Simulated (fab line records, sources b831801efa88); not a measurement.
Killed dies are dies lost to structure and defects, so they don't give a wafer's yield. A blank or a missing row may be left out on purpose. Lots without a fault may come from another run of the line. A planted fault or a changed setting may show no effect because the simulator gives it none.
Problem report in the 8D (eight disciplines) form, filled by code | flow gf180mcu | the parts of the form that need people (team, actions taken, sign-off) are left out

1. THE PROBLEM
cd_nm at GF_HV_LDD_CD_MEAS_07 reads a mean of 412.8 nm on 2 wafers of 2 lots; wafers without a fault read 399.6 nm with a standard deviation of 2.1. That is +6.3 standard deviations from the usual mean.
The step: target cd 400 nm.
First seen on wafer L269.5, day 14 05:44, on cd_sem-02. The record holds 40 wafers of 14 lots with a number at this step. Rule for "out", or "out of limits": more than 4 standard deviations from the usual mean. The other wafers with a number count as sound.

2. WHAT IT IS AND WHAT IT IS NOT
question                    | is                   | is not
which readings at this step | cd_nm                | -
which lots                  | L269, L270           | L255, L256, L257, L258, L259, L260, L261, L263, L264, L265, L266, L274
which wafers of those lots  | L269.5, L270.5       | L269.2, L270.1
read on which gauges        | cd_sem-01, cd_sem-02 | -
when                        | from day 14 05:44    | up to then (34 sound wafers); but 4 sound wafers of L270, L274 came after

3. SUSPECTS, AND WHAT RULES EACH OUT
Counting: a tool at a process step up to the reading stays a suspect if it ran every lot that is out. Sound lots after the first of them don't rule it out here, since some wafers of a struck lot are sound.
- the gauge at GF_HV_LDD_CD_MEAS_07: ruled out. The wafers that are out were read on 2 gauges (cd_sem-01, cd_sem-02).
- litho_track-01 at GF_HV_LDD_DEVELOP_06 (develop time 60 s): kept. It ran every lot that is out, first L269 (day 14 05:35); its last sound lot up to then is L266 (day 13 08:47).
Left after counting: litho_track-01 at GF_HV_LDD_DEVELOP_06.

4. THE CAUSE (what the simulator had put in)
Process parameter drift: litho_track-01, from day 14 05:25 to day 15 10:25, at GF_HV_LDD_DEVELOP_06. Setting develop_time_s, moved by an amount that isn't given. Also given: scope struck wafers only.
Counting left only this tool.

5. THE CHAIN OF EFFECTS, in route order
Each row: a reading whose mean over the struck wafers that have a number lies more than 3 standard deviations from the usual. Only readings for which the record gives a usual standard deviation are gone through. hours: the time from each lot's start at the first step in this table that gives one to its start at this step, as a median over the lots. sigmas: the change in usual standard deviations.
hours | step                 | reading | usual    | on struck wafers | change | sigmas
0     | GF_HV_LDD_CD_MEAS_07 | cd_nm   | 399.6 nm | 412.8            | +13.1  | +6.3

6. WHAT WOULD HAVE CAUGHT IT SOONER
In this record the first reading out of limits at a measuring or inspecting step was taken at day 14 05:44, 0 hours after the fault began at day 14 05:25.
Of the lots that are out (2), L270 began GF_HV_LDD_DEVELOP_06 on litho_track-01 after day 14 05:44. A hold on the tool at that time would have spared it.
